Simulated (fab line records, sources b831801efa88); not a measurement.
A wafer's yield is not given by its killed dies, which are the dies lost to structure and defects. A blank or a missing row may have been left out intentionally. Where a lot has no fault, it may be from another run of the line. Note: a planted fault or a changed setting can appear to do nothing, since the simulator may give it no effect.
One fault through the eyes of 2 desks    flow gf180mcu    each desk holds nothing but its own numbers, with what lay behind them at the end

THE TOOL OWNER'S DESK: iline_stepper-01
The tool's own readings at GF_MVPSD_EXPOSE_04 (exposes mask MVPSD, target cd 1000 nm): means of the sampled wafers that have a number, for each lot that ran on this tool. Marked OUT: a lot whose mean sits more than 4 standard deviations from the usual mean, which makes it out of limits; the brackets give that distance.
Columns: A = reticle_temp_C at GF_MVPSD_EXPOSE_04, usual 22.99 C
lot   first seen here  A
L878  day 4 17:06      23.02
L879  day 5 02:22      22.91
L880  day 5 09:53      22.99
L883  day 6 03:50      22.98
L890  day 7 13:40      22.99
L891  day 7 22:34      22.77
This desk found nothing out of limits on any of the 6 lots.

THE METROLOGY DESK
Lot by lot, what the gauges showed, no matter which tool ran the lot: averages of those sampled wafers that carry a number. Marked OUT: a lot whose mean sits more than 4 standard deviations from the usual mean, which makes it out of limits; the brackets give that distance.
Columns: A = MVPSD_OVL at GF_MVPSD_OVL_MEAS_07, usual 0.8 nm; B = VT_IMPLANT_02_OVL at GF_VT_IMPLANT_OVL_MEAS_29, usual 0.5 nm; C = POLY_GATE_OVL at GF_POLY_GATE_OVL_MEAS_11, usual 2 nm
lot   first seen here  A                        B     C
L878  day 4 23:34      1.4                      2.2   5
L879  day 5 09:22      2.0                      -0.5  6
L880  day 5 16:43      1.2                      -0.4  3
L881  day 5 17:04      1.1                      -1.7  -0
L883  day 6 10:41      0.7                      -1.0  1
L890  day 7 20:49      293.0 (+99 or more) OUT  0.1   6
L891  day 8 06:25      291.4 (+99 or more) OUT  0.2   -6
L893  day 8 16:52      1.0                      -0.7  -0
L895  day 9 04:28      1.4                      2.0   5
L899  day 10 02:43     1.9                      1.5   3
L900  day 10 08:58     -0.7                     -0.4  3
This desk finds L890, L891 out of limits, with the earliest case on L890 at day 7 20:49 (MVPSD_OVL at GF_MVPSD_OVL_MEAS_07). L878, L879, L880, L881, L883, L893, L895, L899, L900 stayed within limits.

TAKEN TOGETHER
An alarm was possible from the metrology desk at day 7 20:49, on L890, L891.
The desk of the tool owner found nothing out of limits.
Tool owner's desk: L890, L891 on record, inside its limits.
On iline_stepper-01, each named lot ran GF_MVPSD_EXPOSE_04.

WHAT THE SIMULATOR PUT IN
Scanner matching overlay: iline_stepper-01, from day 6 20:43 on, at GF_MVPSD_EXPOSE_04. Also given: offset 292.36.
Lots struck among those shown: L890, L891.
Hours from the fault's start to each desk's first reading out of limits: the metrology desk, 24.
